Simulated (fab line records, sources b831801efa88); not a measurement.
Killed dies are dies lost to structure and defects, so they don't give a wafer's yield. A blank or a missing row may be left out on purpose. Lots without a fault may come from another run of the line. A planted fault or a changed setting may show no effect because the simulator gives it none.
fab line records | flow sky130
record lots=14 wafers=42 last_day=50
route steps=708 shown LDD_P@266 RES_XHIGH@338 LI_CONTACT@365
lots that met no fault: from a run of the same line without faults
start_h: hours from the record's first day to the start of the lot's first wafer shown | wait_h: hours since the lot's step before | " the same as in the row above | L1.1+2: a row that stands for several wafers | - no value, or no start given | * or withheld: withheld | < > ~ a bound
route shown NAME@n: a module of which the file shows steps, and the number in the route of the first | usual: mean/standard deviation of fault-free wafers | same: alike in all rows | chamber/n: place in a boat | sites: the reading at each site | _std_site: their standard deviation | _edge_site: outer sites' mean less inner sites' | radius_mm: how far each site lies from the wafer's centre | mask NAME#n: copy n | behind: the tool/chamber that last shaped the wafer | hold: why the lot was held/for how many hours/how that ended | device: the transistor (n, p or np) that didn't switch | end of line: the same wafers' tests at the end of the route | a step without rows: its recipe alone | killed: dies lost to structure and defects at the first sort, not the wafer's yield | map: a wafer's dies, x killed, . not, _ none there
set.NAME: the setting as run; set.NAME@STEP: as run at that earlier step | model.NAME: the simulator's own value behind a step, which no gauge read
steps of the route over a sample of lots; a table a step, a row a wafer
## steps
# step SKY_LDD_P_TW_MEAS_11
# usual LDD_P_TW=629/9.6
# columns lot.wafer tool chamber start_h wait_h LDD_P_TW
L319.1 film_metro-04 - 417.98 0.1 639
L319.4 " - " " 636
L319.5 " - " " 640
L322.2 film_metro-01 - 445.69 0.1 622
L322.3 " - " " 622
L322.4 " - " " 623
L323.1 film_metro-03 - 454.22 0.1 629
L323.2 " - " " 628
L323.6 " - " " 628
L328.1 film_metro-03 - 503.49 0.1 629
L328.3 " - " " 632
L328.6 " - " " 631
L329.1 film_metro-01 - 517.78 0.1 620
L329.3 " - " " 621
L329.6 " - " " 620
L332.1 film_metro-03 - 542.29 0.1 635
L332.4 " - " " 633
L332.6 " - " " 640
L334.1 film_metro-03 - 559.94 0.1 631
L334.3 " - " " 636
L334.6 " - " " 626
L335.1 film_metro-04 - 565.54 0.1 643
L335.2 " - " " 641
L335.5 " - " " 644
L336.1 film_metro-04 - 575.88 0.1 646
L336.3 " - " " 643
L336.6 " - " " 641
L337.2 film_metro-01 - 584.48 0.1 623
L337.4 " - " " 622
L337.6 " - " " 620
L338.2 film_metro-01 - 636.94 0.1 615
L338.4 " - " " 617
L338.6 " - " " 617
L339.2 film_metro-04 - 640.43 0.1 644
L339.3 " - " " 641
L339.4 " - " " 638
L341.1 film_metro-01 - 643.98 0.1 616
L341.2 " - " " 615
L341.5 " - " " 618
L340.1 film_metro-03 - 645.89 0.1 621
L340.3 " - " " 624
L340.5 " - " " 626
# step SKY_RES_XHIGH_DEVELOP_06
# recipe resist=NOVOLAK developer=TMAH develop_time_s=60 dev_temp_c=23
# usual chill_plate_temp_C=23.00/0.096 develop_time_s=60/0
# columns lot.wafer tool chamber start_h wait_h chill_plate_temp_C develop_time_s
L319.1 litho_track-04 0 604.31 0.1 22.98 60
L319.4 " 0 " " 22.78 60
L319.5 " 0 " " 22.88 60
L322.2 litho_track-04 0 628.29 0.1 23.01 60
L322.3 " 0 " " 23.00 60
L322.4 " 0 " " 23.08 60
L323.1 litho_track-03 0 634.41 0.1 22.94 60
L323.2 " 0 " " 22.98 60
L323.6 " 0 " " 23.08 60
L328.1 litho_track-04 - 681.76 0.1 - -
L328.3 " - " " - -
L328.6 " - " " - -
L329.1 litho_track-02 - 698.58 0.1 - -
L329.3 " - " " - -
L329.6 " - " " - -
L332.1 litho_track-04 0 718.61 0.1 23.04 60
L332.4 " 0 " " 22.86 60
L332.6 " 0 " " 23.07 60
L334.1 litho_track-03 0 734.11 0.1 23.10 60
L334.3 " 0 " " 23.11 60
L334.6 " 0 " " 23.12 60
L335.1 litho_track-03 0 740.26 0.1 23.05 60
L335.2 " 0 " " 23.11 60
L335.5 " 0 " " 23.05 60
L336.1 litho_track-04 0 747.31 0.1 22.92 60
L336.3 " 0 " " 22.88 60
L336.6 " 0 " " 23.05 60
L337.2 litho_track-04 0 755.99 0.1 23.04 60
L337.4 " 0 " " 22.98 60
L337.6 " 0 " " 23.04 60
L338.2 litho_track-02 0 805.40 0.1 22.99 60
L338.4 " 0 " " 22.83 60
L338.6 " 0 " " 22.93 60
L339.2 litho_track-04 0 810.09 0.1 23.22 60
L339.3 " 0 " " 23.04 60
L339.4 " 0 " " 23.04 60
L341.1 litho_track-04 0 810.71 0.1 23.02 60
L341.2 " 0 " " 23.12 60
L341.5 " 0 " " 22.89 60
L340.1 litho_track-02 0 813.28 0.1 23.02 60
L340.3 " 0 " " 23.03 60
L340.5 " 0 " " 23.02 60
# step SKY_RES_XHIGH_TW_MEAS_09
# usual RES_XHIGH_TW=1620/29
# columns lot.wafer tool chamber start_h wait_h RES_XHIGH_TW
L319.1 film_metro-04 - 604.71 0.1 1653
L319.4 " - " " 1654
L319.5 " - " " 1656
L322.2 film_metro-01 - 628.67 0.1 1586
L322.3 " - " " 1591
L322.4 " - " " 1587
L323.1 film_metro-04 - 634.81 0.1 1669
L323.2 " - " " 1665
L323.6 " - " " 1663
L328.1 film_metro-02 - 682.16 0.1 30
L328.3 " - " " 30
L328.6 " - " " 30
L329.1 film_metro-02 - 698.98 0.1 30
L329.3 " - " " 30
L329.6 " - " " 30
L332.1 film_metro-01 - 719.15 0.1 1601
L332.4 " - " " 1597
L332.6 " - " " 1600
L334.1 film_metro-01 - 734.51 0.1 1583
L334.3 " - " " 1584
L334.6 " - " " 1585
L335.1 film_metro-04 - 740.66 0.1 1654
L335.2 " - " " 1659
L335.5 " - " " 1647
L336.1 film_metro-01 - 747.71 0.1 1581
L336.3 " - " " 1581
L336.6 " - " " 1585
L337.2 film_metro-02 - 756.37 0.1 1648
L337.4 " - " " 1647
L337.6 " - " " 1647
L338.2 film_metro-04 - 805.79 0.1 1642
L338.4 " - " " 1656
L338.6 " - " " 1652
L339.2 film_metro-01 - 810.47 0.1 1591
L339.3 " - " " 1589
L339.4 " - " " 1589
L341.1 film_metro-02 - 811.11 0.1 1634
L341.2 " - " " 1632
L341.5 " - " " 1631
L340.1 film_metro-02 - 813.68 0.1 1637
L340.3 " - " " 1642
L340.5 " - " " 1640
# step SKY_SD_N_RS_MEAS_18
# recipe thk_meas_gauge=four-point-probe
# usual RES_XHIGH_RS=333.3/1.2
# columns lot.wafer tool chamber start_h wait_h RES_XHIGH_RS[ohm/sq]
L319.1 film_metro-04 - 633.76 0.1 332.6
L319.4 " - " " 331.6
L319.5 " - " " 332.2
L322.2 film_metro-01 - 658.14 0.1 332.5
L322.3 " - " " 334.4
L322.4 " - " " 332.2
L323.1 film_metro-04 - 664.09 0.1 331.3
L323.2 " - " " 331.4
L323.6 " - " " 331.8
L328.1 film_metro-04 - 711.41 0.1 333.5
L328.3 " - " " 334.3
L328.6 " - " " 334.6
L329.1 film_metro-04 - 727.87 0.1 334.2
L329.3 " - " " 335.7
L329.6 " - " " 334.7
L332.1 film_metro-04 - 747.42 0.1 333.0
L332.4 " - " " 333.7
L332.6 " - " " 332.8
L334.1 film_metro-04 - 762.99 0.1 334.3
L334.3 " - " " 334.5
L334.6 " - " " 333.4
L335.1 film_metro-04 - 768.84 0.1 332.9
L335.2 " - " " 334.5
L335.5 " - " " 334.0
L336.1 film_metro-04 - 776.21 0.1 333.0
L336.3 " - " " 333.5
L336.6 " - " " 333.3
L337.2 film_metro-04 - 784.29 0.1 332.0
L337.4 " - " " 332.1
L337.6 " - " " 332.6
L338.2 film_metro-01 - 833.40 0.1 332.7
L338.4 " - " " 332.4
L338.6 " - " " 332.2
L339.2 film_metro-02 - 837.82 0.1 332.1
L339.3 " - " " 332.1
L339.4 " - " " 333.0
L341.1 film_metro-02 - 838.51 0.1 335.1
L341.2 " - " " 335.0
L341.5 " - " " 336.3
L340.1 film_metro-01 - 841.22 0.1 333.7
L340.3 " - " " 334.7
L340.5 " - " " 334.5
# step SKY_LI_CONTACT_BOW_MEAS_03
# recipe mode=bow
# usual LI_CONTACT_BOW=55/6.4
# columns lot.wafer tool chamber start_h wait_h LI_CONTACT_BOW[um]
L319.1 film_metro-02 - 634.36 0.1 47
L319.4 " - " " 54
L319.5 " - " " 56
L322.2 film_metro-04 - 658.74 0.2 45
L322.3 " - " " 59
L322.4 " - " " 53
L323.1 film_metro-02 - 664.79 0.2 63
L323.2 " - " " 51
L323.6 " - " " 58
L328.1 film_metro-02 - 712.36 0.2 66
L328.3 " - " " 65
L328.6 " - " " 53
L329.1 film_metro-04 - 728.47 0.1 57
L329.3 " - " " 55
L329.6 " - " " 52
L332.1 film_metro-04 - 748.23 0.1 55
L332.4 " - " " 55
L332.6 " - " " 56
L334.1 film_metro-01 - 763.59 0.1 53
L334.3 " - " " 48
L334.6 " - " " 62
L335.1 film_metro-01 - 769.44 0.2 59
L335.2 " - " " 55
L335.5 " - " " 54
L336.1 film_metro-02 - 776.81 0.1 50
L336.3 " - " " 58
L336.6 " - " " 59
L337.2 film_metro-04 - 784.89 0.3 40
L337.4 " - " " 48
L337.6 " - " " 55
L338.2 film_metro-04 - 834.00 0.1 53
L338.4 " - " " 51
L338.6 " - " " 63
L339.2 film_metro-01 - 838.42 0.3 46
L339.3 " - " " 49
L339.4 " - " " 54
L341.1 film_metro-04 - 839.16 0.2 58
L341.2 " - " " 61
L341.5 " - " " 52
L340.1 film_metro-04 - 841.82 0.1 60
L340.3 " - " " 60
L340.5 " - " " 54
## key
first_sign step=SKY_RES_XHIGH_DEVELOP_06 reading=tool_record direction=missing
effect step=SKY_RES_XHIGH_TW_MEAS_09 reading=RES_XHIGH_TW direction=down sigmas=54 usual=1620 struck=30
met_at SKY_RES_XHIGH_DEVELOP_06
struck_lots L328,L329
sort_left_out L328.1,L328.3,L328.6,L329.1,L329.3,L329.6
tester_left_out L328,L329
not_acting_at SKY_LDD_P_TW_MEAS_11,SKY_SD_N_RS_MEAS_18,SKY_LI_CONTACT_BOW_MEAS_03
onset_between 628.29 681.76
fault kind=skipped_step_whole tool=litho_track-02,litho_track-04 chamber=- onset_h=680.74 steps=SKY_RES_XHIGH_DEVELOP_06 scope=struck_lots_only
# tester_left_out: of these lots the tester's yield and bins aren't shown, on N5 and GAA mostly nor the transistor test; their killed dies are dies lost to structure and defects alone, not to doping, threshold or leakage, so they don't give the yield
# sort_left_out: the simulated sort isn't trusted on such a fault, so these wafers' sort isn't shown, and their yield isn't known
